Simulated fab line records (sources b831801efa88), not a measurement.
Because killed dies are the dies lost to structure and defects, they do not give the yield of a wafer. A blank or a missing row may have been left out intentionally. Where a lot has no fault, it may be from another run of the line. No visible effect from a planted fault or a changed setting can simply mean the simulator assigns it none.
Split-lot experiment ; flow sfqLine ; on a route of 325 steps: 5 lots, 23 wafers read

== ABOUT THE SPLIT ==
At SFQ_TRILAYER_M1_LITHO_COAT_044 (resist thk 62 nm), the setting resistThkNm was moved away from the recipe's 62 nm on 4 of the 23 wafers read, by -5.6% to -2.1%. For the rest of the wafers, this setting stayed at what the recipe calls for.

The split's own step is where the reading is taken.

== THE READING ==
BARC_of_TRILAYER_M1_LITHO_COAT_044.thkNm (the simulator's own value, which no gauge read), in nm, at SFQ_TRILAYER_M1_LITHO_COAT_044 (resist thk 62 nm). No usual value for it is given in the file. Here, 19 wafers ran the recipe; their average is 61.91 nm with a standard deviation of 0.27 nm.

wafer;tool, chamber at the split;resistThkNm as run, nm;against the recipe;BARC_of_TRILAYER_M1_LITHO_COAT_044.thkNm, nm;against lot-mates on the recipe
L074.1;lithoTrack-04, 0;62;recipe;62.3;-
L074.2;lithoTrack-04, 0;60.72;-2.1%;60.89;-1.27
L074.3;lithoTrack-04, 0;62;recipe;62.01;-
L074.4;lithoTrack-04, 0;60.72;-2.1%;60.94;-1.22
L074.5;lithoTrack-04, 0;62;recipe;62.16;-
L075.1;lithoTrack-02, 0;62;recipe;62.24;-
L075.2;lithoTrack-02, 0;62;recipe;62.12;-
L075.4;lithoTrack-02, 0;62;recipe;61.85;-
L079.1;lithoTrack-02, 0;62;recipe;62.07;-
L079.3;lithoTrack-02, 0;62;recipe;62.06;-
L079.4;lithoTrack-02, 0;62;recipe;62.02;-
L079.5;lithoTrack-02, 0;62;recipe;62.05;-
L079.6;lithoTrack-02, 0;62;recipe;62.03;-
L081.2;lithoTrack-04, 0;62;recipe;61.34;-
L081.3;lithoTrack-04, 0;62;recipe;61.55;-
L081.4;lithoTrack-04, 0;62;recipe;61.56;-
L081.5;lithoTrack-04, 0;62;recipe;61.51;-
L081.6;lithoTrack-04, 0;62;recipe;61.59;-
L084.1;lithoTrack-02, 0;62;recipe;62.02;-
L084.2;lithoTrack-02, 0;58.53;-5.6%;58.31;-3.65
L084.3;lithoTrack-02, 0;58.53;-5.6%;58.24;-3.72
L084.4;lithoTrack-02, 0;62;recipe;61.75;-
L084.5;lithoTrack-02, 0;62;recipe;62.11;-

THE FIT
A straight line over all 23 wafers: BARC_of_TRILAYER_M1_LITHO_COAT_044.thkNm changes by +0.634 nm for each +1% of resistThkNm; r = +0.97; the points scatter about the line by 0.28 nm.
The same after taking each lot's own level away (the mean of its wafers on the recipe; 23 wafers): +0.653 nm for each +1%; r = +1.00; scatter 0.11 nm.
According to that fit, moving resistThkNm by its largest amount changes the reading by 3.7 nm.
The span of the lots' own levels, 61.510 to 62.157 nm, comes to 2.4 times the standard deviation stated above.
Consequently the slope shifts little with the lot-to-lot level, the two slopes agreeing.
Check: -3.65 nm against its lot-mates is what the line predicts for one of the wafers moved furthest among these (-5.6%) when that wafer is left out of the fit. It came out at -3.65 nm against them.

== OTHER SPLITS APPLIED TO THESE WAFERS ==
Before the reading, these wafers also passed through other splits. Each is held against what the fit with the lots' levels taken away leaves over:
other split on the same wafers;wafers away from the commonest value;r with BARC_of_TRILAYER_M1_LITHO_COAT_044.thkNm (lot level and that fit taken away)
SFQ_TRILAYER_L0_DEP_SPUTTER_003 timeS;4;+0.18
SFQ_TRILAYER_L0_LITHO_COAT_005 resistThkNm;8;+0.00
SFQ_TRILAYER_L0_VIA_LITHO_PEB_016 pebTempC;7;-0.14
SFQ_TRILAYER_M0_LITHO_COAT_021 resistThkNm;10;+0.16
SFQ_TRILAYER_I0_DEP_PECVD_027 timeS;11;+0.06
SFQ_TRILAYER_I0_VIA_LITHO_COAT_031 resistThkNm;8;+0.04
SFQ_TRILAYER_I0_VIA_ETCH_VIA_ETCH_034 biasW;3;+0.13

== FILE'S OWN FIT ==
BARC_of_TRILAYER_M1_LITHO_COAT_044.thkNm changes by +0.652 nm for each +1% of resistThkNm, r = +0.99.
